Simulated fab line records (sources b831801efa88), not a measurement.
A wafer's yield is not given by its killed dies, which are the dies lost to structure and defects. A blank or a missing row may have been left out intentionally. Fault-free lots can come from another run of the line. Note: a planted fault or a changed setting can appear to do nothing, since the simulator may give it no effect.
Which tool was responsible? :: flow sky130 :: 13 lots with 38 wafers sampled at 3 steps, on a route of 708 steps

== WHAT EACH GAUGE READ, for each wafer ==
SKY_SPACER_THK_MEAS_01. Usual: for SPACER_CVD_00_THK the level is 42.9 nm and the standard deviation is 0.37.
lot: L706
measured: day 24 01:44
on: filmMetro-04
SPACER_CVD_00_THK (nm): 43.3 43.0 43.2
flag: 

lot: L707
measured: day 24 01:43
on: filmMetro-03
SPACER_CVD_00_THK (nm): 43.2 43.4 43.4
flag: 

lot: L709
measured: day 24 10:18
on: filmMetro-03
SPACER_CVD_00_THK (nm): 43.3 43.2 43.5
flag: 

lot: L708
measured: day 24 14:19
on: filmMetro-03
SPACER_CVD_00_THK (nm): 43.5 43.0 43.1
flag: 

lot: L710
measured: day 25 19:19
on: filmMetro-02
SPACER_CVD_00_THK (nm): 43.1 43.2 43.2
flag: 

lot: L712
measured: day 26 02:29
on: filmMetro-03
SPACER_CVD_00_THK (nm): 43.2 43.0 43.2
flag: 

lot: L711
measured: day 26 03:41
on: filmMetro-04
SPACER_CVD_00_THK (nm): 42.5 42.2 42.4
flag: 

lot: L715
measured: day 27 01:44
on: filmMetro-04
SPACER_CVD_00_THK (nm): 42.9 42.9 42.9
flag: 

lot: L714
measured: day 27 02:56
on: filmMetro-04
SPACER_CVD_00_THK (nm): 43.2 42.9 43.4
flag: 

lot: L716
measured: day 27 10:25
on: filmMetro-02
SPACER_CVD_00_THK (nm): 42.8 42.8 43.1
flag: 

lot: L717
measured: day 27 12:41
on: filmMetro-02
SPACER_CVD_00_THK (nm): 42.9 42.8 42.6
flag: 

lot: L723
measured: day 29 12:16
on: filmMetro-03
SPACER_CVD_00_THK (nm): 42.7 42.8 43.0
flag: 

lot: L724
measured: day 29 23:09
on: filmMetro-04
SPACER_CVD_00_THK (nm): 42.4 42.3
flag: 

== WHICH TOOL RAN EACH LOT (tool, then ch and the chambers of the sampled wafers, then the start) ==
lot: L706
SKY_LDD_HVP_STRIP_09: plasmaAsher-03 ch 0,1, day 22 15:58
SKY_LDD_LDN_STRIP_12: plasmaAsher-04 ch 0,1, day 23 22:13

lot: L707
SKY_LDD_HVP_STRIP_09: plasmaAsher-02 ch 0,1, day 22 17:13
SKY_LDD_LDN_STRIP_12: plasmaAsher-04 ch 0,1, day 23 23:34

lot: L709
SKY_LDD_HVP_STRIP_09: plasmaAsher-02 ch 0,1, day 23 02:28
SKY_LDD_LDN_STRIP_12: plasmaAsher-03 ch 0,1, day 24 08:53

lot: L708
SKY_LDD_HVP_STRIP_09: plasmaAsher-01 ch 0,1, day 23 04:03
SKY_LDD_LDN_STRIP_12: plasmaAsher-01 ch 0,1, day 24 10:34

lot: L710
SKY_LDD_HVP_STRIP_09: plasmaAsher-03 ch 0,1, day 24 10:52
SKY_LDD_LDN_STRIP_12: plasmaAsher-03 ch 0,1, day 25 17:53

lot: L712
SKY_LDD_HVP_STRIP_09: plasmaAsher-01 ch 0,1, day 24 18:40
SKY_LDD_LDN_STRIP_12: plasmaAsher-04 ch 1, day 26 01:04

lot: L711
SKY_LDD_HVP_STRIP_09: plasmaAsher-02 ch 0,1, day 24 19:28
SKY_LDD_LDN_STRIP_12: plasmaAsher-04 ch 0,1, day 26 01:22

lot: L715
SKY_LDD_HVP_STRIP_09: plasmaAsher-01 ch 0,1, day 25 18:20
SKY_LDD_LDN_STRIP_12: plasmaAsher-01 ch 0,1, day 27 00:19

lot: L714
SKY_LDD_HVP_STRIP_09: plasmaAsher-02 ch 0,1, day 25 18:52
SKY_LDD_LDN_STRIP_12: plasmaAsher-01 ch 0,1, day 27 00:35

lot: L716
SKY_LDD_HVP_STRIP_09: plasmaAsher-01 ch 0,1, day 26 03:01
SKY_LDD_LDN_STRIP_12: plasmaAsher-04 ch 0,1, day 27 08:59

lot: L717
SKY_LDD_HVP_STRIP_09: plasmaAsher-01 ch 0, day 26 04:38
SKY_LDD_LDN_STRIP_12: plasmaAsher-04 ch 0,1, day 27 10:26

lot: L723
SKY_LDD_HVP_STRIP_09: plasmaAsher-02 ch 0,1, day 28 05:49
SKY_LDD_LDN_STRIP_12: plasmaAsher-01 ch 0,1, day 29 10:50

lot: L724
SKY_LDD_HVP_STRIP_09: plasmaAsher-03 ch 0, day 28 15:04
SKY_LDD_LDN_STRIP_12: plasmaAsher-01 ch 0, day 29 19:53
- SKY_LDD_HVP_STRIP_09: strips in O2/N2.
- SKY_LDD_LDN_STRIP_12: strips in O2/N2.

== AS READ BY THE TOOLS THEMSELVES (means over the sampled wafers that have a number; for cases with no such wafer, the mark the record gives instead) ==
SKY_LDD_HVP_STRIP_09. Usual: drypumpMotorCurrentA 5.85 A, standard deviation 0.25; oesProductAu 0.409 a.u., standard deviation 0.0046; stripTimeToEndpointS 4.138 s, standard deviation 0.015.
lot: L706
tool: plasmaAsher-03
drypumpMotorCurrentA (A): 5.59
oesProductAu (a.u.): 0.405
stripTimeToEndpointS (s): 4.124
flag: 

lot: L707
tool: plasmaAsher-02
drypumpMotorCurrentA (A): 5.78
oesProductAu (a.u.): 0.411
stripTimeToEndpointS (s): 4.129
flag: 

lot: L709
tool: plasmaAsher-02
drypumpMotorCurrentA (A): 5.76
oesProductAu (a.u.): 0.411
stripTimeToEndpointS (s): 4.143
flag: 

lot: L708
tool: plasmaAsher-01
drypumpMotorCurrentA (A): 6.00
oesProductAu (a.u.): 0.407
stripTimeToEndpointS (s): 4.132
flag: 

lot: L710
tool: plasmaAsher-03
drypumpMotorCurrentA (A): 5.55
oesProductAu (a.u.): 0.409
stripTimeToEndpointS (s): 4.109
flag: 

lot: L712
tool: plasmaAsher-01
drypumpMotorCurrentA (A): 6.11
oesProductAu (a.u.): 0.409
stripTimeToEndpointS (s): 4.152
flag: 

lot: L711
tool: plasmaAsher-02
drypumpMotorCurrentA (A): 5.81
oesProductAu (a.u.): 0.415
stripTimeToEndpointS (s): 4.154
flag: 

lot: L715
tool: plasmaAsher-01
drypumpMotorCurrentA (A): 6.12
oesProductAu (a.u.): 0.408
stripTimeToEndpointS (s): 4.155
flag: 

lot: L714
tool: plasmaAsher-02
drypumpMotorCurrentA (A): 5.77
oesProductAu (a.u.): 0.413
stripTimeToEndpointS (s): 4.153
flag: 

lot: L716
tool: plasmaAsher-01
drypumpMotorCurrentA (A): 6.00
oesProductAu (a.u.): 0.407
stripTimeToEndpointS (s): 4.124
flag: 

lot: L717
tool: plasmaAsher-01
drypumpMotorCurrentA (A): 5.90
oesProductAu (a.u.): 0.410
stripTimeToEndpointS (s): 4.132
flag: 

lot: L723
tool: plasmaAsher-02
drypumpMotorCurrentA (A): 5.82
oesProductAu (a.u.): 0.412
stripTimeToEndpointS (s): 4.140
flag: 

lot: L724
tool: plasmaAsher-03
drypumpMotorCurrentA (A): 6.07
oesProductAu (a.u.): 0.406
stripTimeToEndpointS (s): 4.152
flag: 

SKY_LDD_LDN_STRIP_12. Usual: drypumpMotorCurrentA 5.94 A, standard deviation 0.25; oesProductAu 0.715 a.u., standard deviation 0.0046; stripTimeToEndpointS 14.208 s, standard deviation 0.029.
lot: L706
tool: plasmaAsher-04
drypumpMotorCurrentA (A): 5.85
oesProductAu (a.u.): 0.713
stripTimeToEndpointS (s): 14.199
flag: 

lot: L707
tool: plasmaAsher-04
drypumpMotorCurrentA (A): 5.95
oesProductAu (a.u.): 0.717
stripTimeToEndpointS (s): 14.207
flag: 

lot: L709
tool: plasmaAsher-03
drypumpMotorCurrentA (A): 5.58
oesProductAu (a.u.): 0.713
stripTimeToEndpointS (s): 14.185
flag: 

lot: L708
tool: plasmaAsher-01
drypumpMotorCurrentA (A): 6.12
oesProductAu (a.u.): 0.713
stripTimeToEndpointS (s): 14.246
flag: 

lot: L710
tool: plasmaAsher-03
drypumpMotorCurrentA (A): 5.82
oesProductAu (a.u.): 0.713
stripTimeToEndpointS (s): 14.216
flag: 

lot: L712
tool: plasmaAsher-04
drypumpMotorCurrentA (A): 6.05
oesProductAu (a.u.): 0.713
stripTimeToEndpointS (s): 14.168
flag: 

lot: L711
tool: plasmaAsher-04
drypumpMotorCurrentA (A): 5.84
oesProductAu (a.u.): 0.719
stripTimeToEndpointS (s): 14.252
flag: 

lot: L715
tool: plasmaAsher-01
drypumpMotorCurrentA (A): 6.02
oesProductAu (a.u.): 0.716
stripTimeToEndpointS (s): 14.205
flag: 

lot: L714
tool: plasmaAsher-01
drypumpMotorCurrentA (A): 6.11
oesProductAu (a.u.): 0.719
stripTimeToEndpointS (s): 14.209
flag: 

lot: L716
tool: plasmaAsher-04
drypumpMotorCurrentA (A): 5.93
oesProductAu (a.u.): 0.718
stripTimeToEndpointS (s): 14.208
flag: 

lot: L717
tool: plasmaAsher-04
drypumpMotorCurrentA (A): 5.97
oesProductAu (a.u.): 0.713
stripTimeToEndpointS (s): 14.219
flag: 

lot: L723
tool: plasmaAsher-01
drypumpMotorCurrentA (A): 6.00
oesProductAu (a.u.): 0.714
stripTimeToEndpointS (s): 14.251
flag: 

lot: L724
tool: plasmaAsher-01
drypumpMotorCurrentA (A): 5.90
oesProductAu (a.u.): 0.721
stripTimeToEndpointS (s): 14.216
flag: 

== THE ANSWER, worked out from the rows above alone ==
Rule: take the mean of a lot's wafers that have a number; if it is more than 3 standard deviations from the usual mean, the lot is off. Also off: a lot with no number at a reading for which 4 or more lots have one. All remaining lots with rows at the step are treated as sound. The gauges are gone through in route order, then the tools' own readings, and for those a lot's mean is taken as printed above. The first step at which some lot is off is used, and at that step the reading that is off furthest; a lot without a number counts as furthest.
None of the lots is off at any reading shown; this tells nothing.

== WHAT WAS PUT IN BY THE SIMULATOR ==
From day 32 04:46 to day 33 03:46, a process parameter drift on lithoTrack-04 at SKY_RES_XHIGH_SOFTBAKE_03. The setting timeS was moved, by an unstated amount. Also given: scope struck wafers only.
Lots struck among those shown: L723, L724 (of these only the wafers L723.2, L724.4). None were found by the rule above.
